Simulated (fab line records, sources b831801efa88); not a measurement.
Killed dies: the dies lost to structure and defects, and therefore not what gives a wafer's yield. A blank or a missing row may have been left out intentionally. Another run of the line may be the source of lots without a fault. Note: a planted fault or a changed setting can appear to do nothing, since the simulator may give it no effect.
Which tool was responsible?    flow gf180mcu    Sampling: 24 lots, 72 wafers, 5 of 602 route steps

== WHAT THE GAUGES READ, wafer by wafer ==
GF_SAB_THK_MEAS_01. Usual: SAB_CVD_00_THK typically reads 49.9 nm, with standard deviation 0.59.
lot   measured      on             SAB_CVD_00_THK (nm)  flag
L074  day 14 09:12  film-metro-04  48.9 50.3 50.5       
L075  day 14 13:48  film-metro-04  49.1 49.8 50.2       
L076  day 14 20:39  film-metro-04  49.5 50.0 50.2       
L077  day 15 09:29  film-metro-02  50.1 49.6 50.3       
L078  day 15 14:59  film-metro-01  49.6 49.7 50.0       
L079  day 15 23:44  film-metro-04  49.1 49.8 49.2       
L080  day 16 05:47  film-metro-04  50.3 50.4 50.7       
L081  day 16 14:43  film-metro-04  49.0 50.4 50.1       
L082  day 17 01:19  film-metro-01  50.2 49.3 50.7       
L083  day 17 14:29  film-metro-02  50.3 49.6 50.4       
L084  day 17 19:35  film-metro-04  48.9 50.1 49.7       
L085  day 18 06:49  film-metro-04  49.2 49.3 49.9       
L086  day 18 11:25  film-metro-01  50.2 50.1 50.5       
L087  day 18 21:10  film-metro-01  50.0 50.4 51.1       
L088  day 19 02:39  film-metro-04  49.4 49.3 49.7       
L089  day 19 10:37  film-metro-04  49.4 49.9 50.0       
L090  day 19 19:05  film-metro-01  50.6 50.6 50.9       
L091  day 20 10:01  film-metro-04  49.7 49.0 50.0       
L092  day 20 13:10  film-metro-01  50.1 50.1 50.8       
L093  day 21 01:39  film-metro-04  50.3 49.8 51.2       
L094  day 21 06:53  film-metro-04  50.2 49.3 50.4       
L095  day 21 15:35  film-metro-04  50.3 49.4 49.1       
L096  day 21 21:19  film-metro-02  49.9 50.3 50.7       
L097  day 22 10:14  film-metro-04  49.9 49.5 49.6       

GF_M5_CD_MEAS_07: the cd target is 280 nm. Usual: cd-nm reads 280.0 nm (standard deviation 1.1).
lot   measured      on         cd-nm (nm)         flag
L074  day 26 09:31  cd-sem-02  279.1 279.3 280.1  
L075  day 26 13:27  cd-sem-01  280.1 279.2 280.5  
L076  day 26 21:48  cd-sem-02  279.4 279.2 279.8  
L077  day 27 09:28  cd-sem-02  279.0 280.6 279.9  
L078  day 27 15:48  cd-sem-02  280.4 280.2 280.4  
L079  day 27 21:38  cd-sem-02  278.2 278.1 277.9  
L080  day 28 04:13  cd-sem-02  281.8 282.4 281.1  
L081  day 28 12:04  cd-sem-01  278.1 279.0 279.9  
L082  day 28 20:30  cd-sem-02  278.8 280.3 280.1  
L083  day 29 09:04  cd-sem-02  282.4 281.5 281.3  
L084  day 29 11:46  cd-sem-01  281.2 278.9 279.3  
L085  day 29 22:58  cd-sem-01  281.1 280.8 280.4  
L086  day 30 01:16  cd-sem-01  279.8 280.0 280.7  
L087  day 30 08:31  cd-sem-01  280.1 279.8 279.9  
L088  day 30 12:41  cd-sem-01  281.3 281.9 281.9  
L089  day 30 20:07  cd-sem-02  279.9 281.1 279.3  
L090  day 31 02:10  cd-sem-02  280.5 280.3 280.4  
L091  day 31 13:17  cd-sem-01  279.6 280.5 279.4  
L092  day 31 14:50  cd-sem-01  281.0 281.4 283.2  
L093  day 31 23:08  cd-sem-02  279.7 280.4 280.4  
L094  day 32 05:36  cd-sem-02  279.5 278.8 279.0  
L095  day 32 09:07  cd-sem-02  279.2 278.2 279.3  
L096  day 32 11:47  cd-sem-02  281.1 279.7 281.5  
L097  day 33 00:45  cd-sem-02  278.6 279.1 279.8  

== EACH LOT AND THE TOOL THAT RAN IT (in order: tool; ch and the chambers of the sampled wafers; start) ==
lot   GF_POLY_GATE_STRIP_14                 GF_HV_LDD_STRIP_10                    GF_MIM_METAL_ETCH_19
L074  plasma-asher-02 ch 0,1, day 9 08:04   plasma-asher-02 ch 0,1, day 10 04:22  rie-metal-03 ch 0,1, day 25 12:03
L075  plasma-asher-01 ch 0,1, day 9 12:31   plasma-asher-02 ch 0,1, day 10 08:18  rie-metal-02 ch 0,1, day 25 16:10
L076  plasma-asher-04 ch 0,1, day 9 18:52   plasma-asher-02 ch 0,1, day 10 14:27  rie-metal-03 ch 0,1, day 26 01:03
L077  plasma-asher-01 ch 0,1, day 10 02:21  plasma-asher-03 ch 0,1, day 10 22:16  rie-metal-03 ch 0,1, day 26 11:54
L078  plasma-asher-01 ch 0,1, day 10 08:19  plasma-asher-01 ch 0,1, day 11 06:08  rie-metal-03 ch 0,1, day 26 18:57
L079  plasma-asher-01 ch 0,1, day 10 17:55  plasma-asher-03 ch 0,1, day 11 14:08  rie-metal-04 ch 0,1, day 27 01:24
L080  plasma-asher-02 ch 0,1, day 10 21:55  plasma-asher-02 ch 0,1, day 11 18:14  rie-metal-04 ch 0,1, day 27 07:55
L081  plasma-asher-04 ch 0,1, day 11 05:25  plasma-asher-02 ch 0,1, day 12 01:42  rie-metal-04 ch 0,1, day 27 16:01
L082  plasma-asher-02 ch 0,1, day 11 12:19  plasma-asher-02 ch 0,1, day 12 10:03  rie-metal-03 ch 0,1, day 28 00:12
L083  plasma-asher-02 ch 0,1, day 12 00:08  plasma-asher-02 ch 0,1, day 12 21:26  rie-metal-04 ch 0,1, day 28 12:43
L084  plasma-asher-04 ch 0,1, day 12 06:54  plasma-asher-01 ch 1, day 13 03:59    rie-metal-02 ch 0,1, day 28 15:57
L085  plasma-asher-02 ch 0,1, day 12 12:31  plasma-asher-01 ch 0,1, day 13 10:24  rie-metal-03 ch 0,1, day 29 03:19
L086  plasma-asher-04 ch 0,1, day 12 17:52  plasma-asher-02 ch 0,1, day 13 15:35  rie-metal-02 ch 0,1, day 29 05:58
L087  plasma-asher-04 ch 0,1, day 13 01:28  plasma-asher-01 ch 0,1, day 13 22:48  rie-metal-04 ch 0,1, day 29 13:25
L088  plasma-asher-04 ch 0,1, day 13 07:55  plasma-asher-01 ch 0,1, day 14 05:32  rie-metal-03 ch 0,1, day 29 17:49
L089  plasma-asher-01 ch 0,1, day 13 12:55  plasma-asher-01 ch 0,1, day 14 11:49  rie-metal-04 ch 0,1, day 30 01:30
L090  plasma-asher-04 ch 0,1, day 13 19:05  plasma-asher-01 ch 0,1, day 14 19:01  rie-metal-03 ch 0,1, day 30 07:25
L091  plasma-asher-01 ch 1, day 14 08:18    plasma-asher-01 ch 0,1, day 15 08:18  rie-metal-03 ch 0,1, day 30 19:32
L092  plasma-asher-04 ch 0,1, day 14 10:52  plasma-asher-01 ch 0,1, day 15 10:39  rie-metal-02 ch 0,1, day 30 21:22
L093  plasma-asher-02 ch 0,1, day 14 22:40  plasma-asher-01 ch 0,1, day 15 22:14  rie-metal-03 ch 0,1, day 31 05:35
L094  plasma-asher-04 ch 0,1, day 15 03:06  plasma-asher-01 ch 0,1, day 16 03:22  rie-metal-02 ch 0,1, day 31 11:39
L095  plasma-asher-04 ch 0,1, day 15 11:28  plasma-asher-01 ch 0,1, day 16 11:05  rie-metal-04 ch 1, day 31 15:27
L096  plasma-asher-01 ch 0,1, day 15 17:42  plasma-asher-01 ch 0,1, day 16 17:28  rie-metal-04 ch 1, day 31 18:31
L097  plasma-asher-04 ch 0,1, day 16 06:18  plasma-asher-03 ch 0,1, day 17 06:15  rie-metal-03 ch 0,1, day 32 08:10
- GF_POLY_GATE_STRIP_14: strips in O2/N2.
- GF_HV_LDD_STRIP_10: strips in O2/N2.
- GF_MIM_METAL_ETCH_19: etches the open film in Cl2/BCl3, stops on Si3N4, target depth 324.5 nm, time 54.1 s.

== WHAT THE TOOLS THEMSELVES READ (means of the sampled wafers that have a number; where no wafer has one, the mark that the record gives instead) ==
GF_POLY_GATE_STRIP_14. Usual: drypump-motor-current-A 6.2 A, standard deviation 0.36; heater-power-w 347 W, standard deviation 42; oes-product-au 0.505 a.u., standard deviation 0.0043; platen-temp-c 250.03 C, standard deviation 0.2.
lot   tool             drypump-motor-current-A (A)  heater-power-w (W)  oes-product-au (a.u.)  platen-temp-c (C)  flag
L074  plasma-asher-02  6.3                          329                 0.505                  250.17             
L075  plasma-asher-01  6.5                          304                 0.505                  249.79             
L076  plasma-asher-04  6.1                          376                 0.505                  250.10             
L077  plasma-asher-01  6.5                          304                 0.507                  250.15             
L078  plasma-asher-01  6.5                          307                 0.505                  250.22             
L079  plasma-asher-01  6.5                          303                 0.504                  249.93             
L080  plasma-asher-02  6.3                          326                 0.503                  250.15             
L081  plasma-asher-04  6.1                          377                 0.504                  250.00             
L082  plasma-asher-02  5.9                          335                 0.510                  250.02             
L083  plasma-asher-02  6.3                          330                 0.506                  250.08             
L084  plasma-asher-04  6.1                          381                 0.504                  249.89             
L085  plasma-asher-02  6.3                          332                 0.506                  249.99             
L086  plasma-asher-04  6.1                          362                 0.514                  249.86             
L087  plasma-asher-04  6.1                          379                 0.504                  250.09             
L088  plasma-asher-04  6.1                          361                 0.504                  249.85             
L089  plasma-asher-01  6.4                          352                 0.507                  250.09             
L090  plasma-asher-04  6.1                          380                 0.504                  250.07             
L091  plasma-asher-01  6.6                          265                 0.504                  250.02             
L092  plasma-asher-04  6.1                          362                 0.506                  250.19             
L093  plasma-asher-02  6.3                          323                 0.502                  250.10             
L094  plasma-asher-04  6.1                          374                 0.502                  250.18             
L095  plasma-asher-04  6.1                          359                 0.505                  250.06             
L096  plasma-asher-01  6.3                          343                 0.507                  249.96             
L097  plasma-asher-04  6.1                          357                 0.507                  250.09             

GF_HV_LDD_STRIP_10. Usual: drypump-motor-current-A 6.1 A, standard deviation 0.63; heater-power-w 329 W, standard deviation 47; oes-product-au 0.716 a.u., standard deviation 0.0045; platen-temp-c 250.02 C, standard deviation 0.16; strip-time-to-endpoint-s 12.62 s, standard deviation 0.033.
lot   tool             drypump-motor-current-A (A)  heater-power-w (W)  oes-product-au (a.u.)  platen-temp-c (C)  strip-time-to-endpoint-s (s)  flag
L074  plasma-asher-02  5.8                          335                 0.718                  250.09             12.60                         
L075  plasma-asher-02  6.3                          332                 0.716                  250.05             12.65                         
L076  plasma-asher-02  6.3                          329                 0.715                  250.07             12.62                         
L077  plasma-asher-03  4.9                          338                 0.708                  250.03             12.59                         
L078  plasma-asher-01  6.3                          346                 0.716                  250.10             12.61                         
L079  plasma-asher-03  5.0                          309                 0.717                  250.08             12.61                         
L080  plasma-asher-02  6.3                          334                 0.713                  249.85             12.58                         
L081  plasma-asher-02  5.9                          339                 0.717                  249.89             12.58                         
L082  plasma-asher-02  5.8                          339                 0.720                  249.99             12.56                         
L083  plasma-asher-02  5.8                          342                 0.719                  249.99             12.70                         
L084  plasma-asher-01  6.6                          266                 0.720                  250.07             12.61                         
L085  plasma-asher-01  6.4                          347                 0.712                  250.10             12.61                         
L086  plasma-asher-02  5.8                          338                 0.714                  250.12             12.60                         
L087  plasma-asher-01  6.3                          342                 0.714                  250.00             12.64                         
L088  plasma-asher-01  6.5                          305                 0.715                  250.00             12.65                         
L089  plasma-asher-01  6.5                          306                 0.714                  250.10             12.61                         
L090  plasma-asher-01  6.5                          309                 0.716                  250.06             12.60                         
L091  plasma-asher-01  6.5                          310                 0.718                  249.95             12.63                         
L092  plasma-asher-01  6.4                          344                 0.718                  249.91             12.63                         
L093  plasma-asher-01  6.5                          301                 0.713                  250.11             12.62                         
L094  plasma-asher-01  6.3                          345                 0.716                  249.88             12.67                         
L095  plasma-asher-01  6.3                          344                 0.719                  249.98             12.62                         
L096  plasma-asher-01  6.5                          312                 0.713                  250.07             12.62                         
L097  plasma-asher-03  5.0                          308                 0.716                  250.14             12.61                         

GF_MIM_METAL_ETCH_19. Usual: drypump-motor-current-A 5.9 A, standard deviation 0.37; he-backside-leak-sccm 3.3 sccm, standard deviation 0.33; mfc-cl2-sccm 79.97 sccm, standard deviation 0.25; oes-product-au 0.938 a.u., standard deviation 0.0056; throttle-valve-pct 28.286 %, standard deviation 0.0097.
lot   tool          drypump-motor-current-A (A)  he-backside-leak-sccm (sccm)  mfc-cl2-sccm (sccm)  oes-product-au (a.u.)  throttle-valve-pct (%)  flag
L074  rie-metal-03  5.8                          3.3                           80.05                0.938                  28.281                  
L075  rie-metal-02  6.2                          3.1                           79.86                0.943                  28.279                  
L076  rie-metal-03  5.8                          3.3                           80.02                0.932                  28.280                  
L077  rie-metal-03  5.8                          3.2                           79.70                0.936                  28.289                  
L078  rie-metal-03  5.8                          3.8                           80.03                0.939                  28.289                  
L079  rie-metal-04  5.4                          3.3                           79.63                0.947                  28.283                  
L080  rie-metal-04  5.7                          3.4                           80.07                0.936                  28.297                  
L081  rie-metal-04  5.4                          3.3                           79.71                0.938                  28.292                  
L082  rie-metal-03  6.0                          3.3                           79.86                0.938                  28.286                  
L083  rie-metal-04  5.7                          3.6                           80.19                0.937                  28.279                  
L084  rie-metal-02  6.2                          3.2                           80.04                0.943                  28.277                  
L085  rie-metal-03  5.8                          3.2                           79.73                0.941                  28.294                  
L086  rie-metal-02  6.3                          3.2                           80.02                0.945                  28.285                  
L087  rie-metal-04  5.7                          3.3                           79.95                0.940                  28.273                  
L088  rie-metal-03  5.8                          3.2                           80.07                0.938                  28.290                  
L089  rie-metal-04  5.7                          3.4                           80.35                0.944                  28.286                  
L090  rie-metal-03  6.0                          3.4                           79.98                0.939                  28.291                  
L091  rie-metal-03  5.9                          3.4                           79.85                0.936                  28.284                  
L092  rie-metal-02  6.3                          3.1                           79.80                0.941                  28.276                  
L093  rie-metal-03  5.9                          3.3                           80.04                0.932                  28.297                  
L094  rie-metal-02  6.1                          3.2                           79.77                0.937                  28.281                  
L095  rie-metal-04  6.0                          3.5                           80.15                0.931                  28.293                  
L096  rie-metal-04  6.0                          3.7                           79.98                0.932                  28.293                  
L097  rie-metal-03  6.0                          3.4                           80.18                0.941                  28.283                  

== THE ANSWER, worked out from the rows above alone ==
Rule: lot off if the mean of its wafers having a number is beyond 3 standard deviations from the usual mean. Also off: a lot with no number at a reading for which 4 or more lots have one. All remaining lots with rows at the step are treated as sound. After the gauges, taken in route order, come the tools' own readings; for these a lot's mean is taken, as printed above. At the first step where some lot is off, the reading lying furthest off is the one used; lots without a number count as furthest.
None of the lots is off at any reading shown; this tells nothing.

== WHAT THE SIMULATOR HAD INSERTED ==
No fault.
